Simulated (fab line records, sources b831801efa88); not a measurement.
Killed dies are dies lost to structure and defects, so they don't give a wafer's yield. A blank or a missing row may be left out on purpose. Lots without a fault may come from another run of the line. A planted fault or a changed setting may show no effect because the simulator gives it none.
fab line records | flow gf180mcu
record lots=7 wafers=21 last_day=34
route steps=602 shown STI@1
lots that met no fault: from a run of the same line without faults
start_h: hours from the record's first day to the start of the lot's first wafer shown | wait_h: hours since the lot's step before | " the same as in the row above | L1.1+2: a row that stands for several wafers | - no value, or no start given | * or withheld: withheld | < > ~ a bound
route shown NAME@n: a module of which the file shows steps, and the number in the route of the first | usual: mean/standard deviation of fault-free wafers | same: alike in all rows | chamber/n: place in a boat | sites: the reading at each site | _std_site: their standard deviation | _edge_site: outer sites' mean less inner sites' | radius_mm: how far each site lies from the wafer's centre | mask NAME#n: copy n | behind: the tool/chamber that last shaped the wafer | hold: why the lot was held/for how many hours/how that ended | device: the transistor (n, p or np) that didn't switch | end of line: the same wafers' tests at the end of the route | a step without rows: its recipe alone | killed: dies lost to structure and defects at the first sort, not the wafer's yield | map: a wafer's dies, x killed, . not, _ none there
set.NAME: the setting as run; set.NAME@STEP: as run at that earlier step | model.NAME: the simulator's own value behind a step, which no gauge read
lots at some steps of the route; a table a step, a row a wafer
services: from which hour (start_h, from the record's first day; less than 0 if before it) a tool's chamber was out of use, for how many hours, and why
## steps
# step GF_STI_BOW_MEAS_00
# recipe mode=bow
# usual INCOMING_BOW=0/6.4
# columns lot.wafer tool chamber start_h wait_h INCOMING_BOW[um]
L620.1 film_metro-02 - 10.00 - 4
L620.2 " - " " 5
L620.6 " - " " 10
L629.2 film_metro-04 - 55.02 - 0
L629.4 " - " " 12
L629.5 " - " " 9
L630.4 film_metro-02 - 60.06 - -3
L630.5 " - " " -12
L630.6 " - " " 5
L631.3 film_metro-01 - 65.04 - 2
L631.4 " - " " -9
L631.6 " - " " 5
L638.1 film_metro-02 - 100.00 - 4
L638.3 " - " " 8
L638.5 " - " " 23
L640.2 film_metro-02 - 110.02 - 2
L640.3 " - " " 4
L640.6 " - " " -1
L642.1 film_metro-01 - 120.00 - 4
L642.3 " - " " -7
L642.6 " - " " -9
# step GF_STI_OXIDATION_01
# recipe temp_c=900 ambient=O2 stabilise_s=600 purge_s=300 target_thk_a=100 ox_time_s=1418
# usual ox_temp_c=900.0/0.43 ox_temp_c_max=903.5/0.71 spike_tc_bottom_C=915.9/2.7 zone_power_lower_pct=18.8/0.98
# columns lot.wafer tool chamber start_h wait_h ox_temp_c ox_temp_c_max spike_tc_bottom_C zone_power_lower_pct
L620.1 furnace-02 0 10.12 0.1 899.9 902.8 914.8 17.9
L620.2 " 0 " " 900.0 904.1 914.7 18.0
L620.6 " 0 " " 900.1 904.7 913.5 18.2
L629.2 furnace-02 - 56.34 1.3 - - - -
L629.4 " - " " - - - -
L629.5 " - " " - - - -
L630.4 furnace-02 - 60.43 0.3 - - - -
L630.5 " - " " - - - -
L630.6 " - " " - - - -
L631.3 furnace-01 - 66.00 0.9 - - - -
L631.4 " - " " - - - -
L631.6 " - " " - - - -
L638.1 furnace-02 0 100.67 0.7 899.4 902.5 915.1 17.9
L638.3 " 0 " " 900.2 903.4 914.0 18.1
L638.5 " 0 " " 899.6 901.7 912.9 18.2
L640.2 furnace-01 0 110.12 0.1 899.4 903.3 918.2 20.3
L640.3 " 0 " " 899.8 903.3 919.8 20.2
L640.6 " 0 " " 899.2 903.3 920.1 19.9
L642.1 furnace-02 0 120.22 0.2 900.1 902.7 915.4 18.1
L642.3 " 0 " " 900.7 903.2 913.3 18.0
L642.6 " 0 " " 900.0 904.1 914.3 18.1
# step GF_STI_CVD_03
# recipe material=Si3N4 precursor=DCS/NH3 target_thk_nm=207.16 temp_c=770 time_s=3551 pressure_mtorr=250
## services
# columns tool chamber start_h hours kind
furnace-02 - 36.98 2.6 pm
furnace-01 - 53.94 4.1 pm
furnace-01 - 96.48 3.7 pm
## key
first_sign step=GF_STI_OXIDATION_01 reading=tool_record direction=missing
effect none on later readings
met_at GF_STI_OXIDATION_01
struck_wafers L629.2,L629.4,L629.5,L630.4,L630.5,L630.6,L631.3,L631.4,L631.6
later_rows_left_out L629.2,L629.4,L629.5,L630.4,L630.5,L630.6,L631.3,L631.4,L631.6
sort_left_out L629.2,L629.4,L629.5,L630.4,L630.5,L630.6,L631.3,L631.4,L631.6
tester_left_out L629,L630,L631
onset_between 10.12 56.34
fault kind=skipped_step_whole tool=furnace-01,furnace-02 chamber=- onset_h=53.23 steps=GF_STI_OXIDATION_01 scope=struck_lots_only
# tester_left_out: of these lots the tester's yield and bins aren't shown, on N5 and GAA mostly nor the transistor test; their killed dies are dies lost to structure and defects alone, not to doping, threshold or leakage, so they don't give the yield
# sort_left_out: the simulated sort isn't trusted on such a fault, so these wafers' sort isn't shown, and their yield isn't known
# later_rows_left_out: the simulator's readings of these wafers behind a module that went badly wrong aren't trusted and aren't shown, but for the sort
